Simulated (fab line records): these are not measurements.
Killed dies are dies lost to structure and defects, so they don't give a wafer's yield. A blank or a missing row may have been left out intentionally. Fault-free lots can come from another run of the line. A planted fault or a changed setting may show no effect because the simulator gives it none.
Code-filled problem report in 8D (eight disciplines) form / flow sfqLine / the parts of the form that need people (team, actions taken, sign-off) are left out

## 1. WHAT WENT WRONG
headPressurePsi at SFQ_TRILAYER_I2_CMP_CMP_064 reads a mean of 3.386 psi on 1 wafer of 1 lot; wafers without a fault read 3.000 psi with a standard deviation of 0.0069. Measured from the usual mean, that is +56 standard deviations.
The step: polishes SiO2.
The first sign was on wafer L515.5 at day 30 10:47, on cmp-02. At this step, 39 wafers from 13 lots have a number in the record. By rule, "out" or "out of limits" means more than 4 standard deviations away from the usual mean. All remaining wafers that have a number are taken as sound.

## 2. WHAT IT IS; WHAT IT IS NOT
question=which readings at this step | is=headPressurePsi | is not=edgeZonePressureFrac
question=which lots | is=L515 | is not=L501, L502, L503, L504, L507, L508, L509, L510, L511, L512, L513, L523
question=which wafers of those lots | is=L515.5 | is not=L515.1, L515.2
question=read on which tools | is=cmp-02 | is not=cmp-01
question=when | is=from day 30 10:47 | is not=up to then (35 sound wafers); but 3 sound wafers of L523 came after

## 3. WHAT RULES OUT EACH SUSPECT
Counting: a tool at a process step up to the reading stays a suspect if it ran every lot that is out. Sound lots after the first of them don't rule it out here, since some wafers of a struck lot are sound.
- rieMetal-01 at SFQ_TRILAYER_M2_STRIP_STRIP_061 (strips in O2): kept. The lot that is out, L515, ran on it at day 29 16:36; the last sound lot it ran before that was L513, at day 28 14:35.
- cmp-02 at SFQ_TRILAYER_I2_CMP_CMP_064 (polishes SiO2): kept. The lot that is out, L515, ran on it at day 30 10:47; the last sound lot it ran before that was L511, at day 28 09:47. On those wafers its own readings are out: headPressurePsi.
- In cmp-02 at SFQ_TRILAYER_I2_CMP_CMP_064, the wafers that are out were processed in chamber 0 and their sound lot-mates in chambers 2, 3.
What counting leaves: rieMetal-01 at SFQ_TRILAYER_M2_STRIP_STRIP_061 and cmp-02 at SFQ_TRILAYER_I2_CMP_CMP_064.

## 4. THE CAUSE (what the simulator had put in)
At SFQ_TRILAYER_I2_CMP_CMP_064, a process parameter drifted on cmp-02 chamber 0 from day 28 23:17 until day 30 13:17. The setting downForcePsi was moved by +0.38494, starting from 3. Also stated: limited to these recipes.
Of the 2 suspects that counting leaves, this tool is one.

## 5. SEQUENCE OF EFFECTS, ordered by route
Rows list readings where the struck wafers' mean (over those with a number) sits beyond 3 standard deviations from the usual. Only readings for which the record gives a usual standard deviation are gone through. hours: the time from each lot's start at the first step in this table that gives one to its start at this step, as a median over the lots. sigmas: the change in usual standard deviations.
hours=0; step=SFQ_TRILAYER_I2_CMP_CMP_064; reading=headPressurePsi; usual=3.000 psi; on struck wafers=3.386; change=+0.386; sigmas=+56
The process steps in it:
- SFQ_TRILAYER_I2_CMP_CMP_064: polishes SiO2.

## 6. WHAT WOULD HAVE CAUGHT IT SOONER
In this record the first reading out of limits was taken at day 30 10:47, 36 hours after the fault began at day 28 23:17.
